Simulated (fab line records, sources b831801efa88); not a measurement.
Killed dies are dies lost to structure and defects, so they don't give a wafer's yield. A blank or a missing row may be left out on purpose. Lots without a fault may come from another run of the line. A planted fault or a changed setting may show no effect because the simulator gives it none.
A struck lot beside a sound one | flow gf180mcu | 13 steps out of a route of 602
Sound: wafers L391.2, L391.3, L391.5. Struck: wafers L395.1, L395.4, L395.5. The cause comes at the end.
At each step with rows: each side's tool, then ch and its chambers, then its first start. Under that, the readings that differ: sound wafers | struck wafers | difference of the means | sigmas: that difference in standard deviations of wafers without a fault.
alike: readings whose means differ by less than 2 such deviations, and words and numbers that are the same on both sides. not compared: withheld readings, readings that some wafer has no value for, bounds like >300 that may hide the same value, and numbers for which the record gives no deviation and whose values overlap.
The two part at a step that has a row with sigmas, a row that says differs or no value, or rows on one side only. Numbers that don't overlap but have no deviation are shown without sigmas and don't part them. A reading that every wafer of one side lacks parts them only if that side has two wafers or more.

GF_STI_BOW_MEAS_00:
  sound on film_metro-01, day 4 03:01; struck on film_metro-01, day 4 23:00
  alike: INCOMING_BOW
then, 1 step without rows for these wafers: GF_STI_OXIDATION_01 (stabilise 600 s, purge 300 s, target thk 10 nm).
GF_STI_THK_MEAS_02:
  sound on film_metro-04, day 4 04:47; struck on film_metro-03, day 5 00:31
  alike: STI_OXIDATION_THK
then, 1 step without rows for these wafers: GF_STI_CVD_03 (deposits Si3N4 from DCS/NH3, target thk 207.16 nm, time 3551 s).
GF_STI_THK_MEAS_04:
  sound on film_metro-01, day 4 06:50; struck on film_metro-03, day 5 02:34
  alike: STI_CVD_03_THK
then, 5 steps without rows for these wafers: GF_STI_DEHYDRATE_05 (time 60 s); GF_STI_HMDS_06 (prime time 60 s); GF_STI_COAT_07 (resist thk 700 nm); GF_STI_SOFTBAKE_08 (time 60 s); GF_STI_EXPOSE_09 (exposes mask COMP, target cd 220 nm).
GF_STI_PEB_10: peb time 90 s.
  sound on litho_track-03 ch 0, day 4 19:56; struck on litho_track-03 ch 0, day 5 16:30
  reading                  | sound             | struck            | difference | sigmas
  heater_power_total_W (W) | 85.81 85.65 85.78 | 88.08 87.97 87.93 | +2.25      | +26
then, 2 steps without rows for these wafers: GF_STI_DEVELOP_11 (develop time 60 s); GF_PASSIVATION_PROBE_99.

WHERE THEY PART
Only at GF_STI_PEB_10, within this record.

WHY: what the simulator had put in
Process parameter drift: litho_track-03, from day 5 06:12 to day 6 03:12, at GF_STI_PEB_10. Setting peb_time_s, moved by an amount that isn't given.
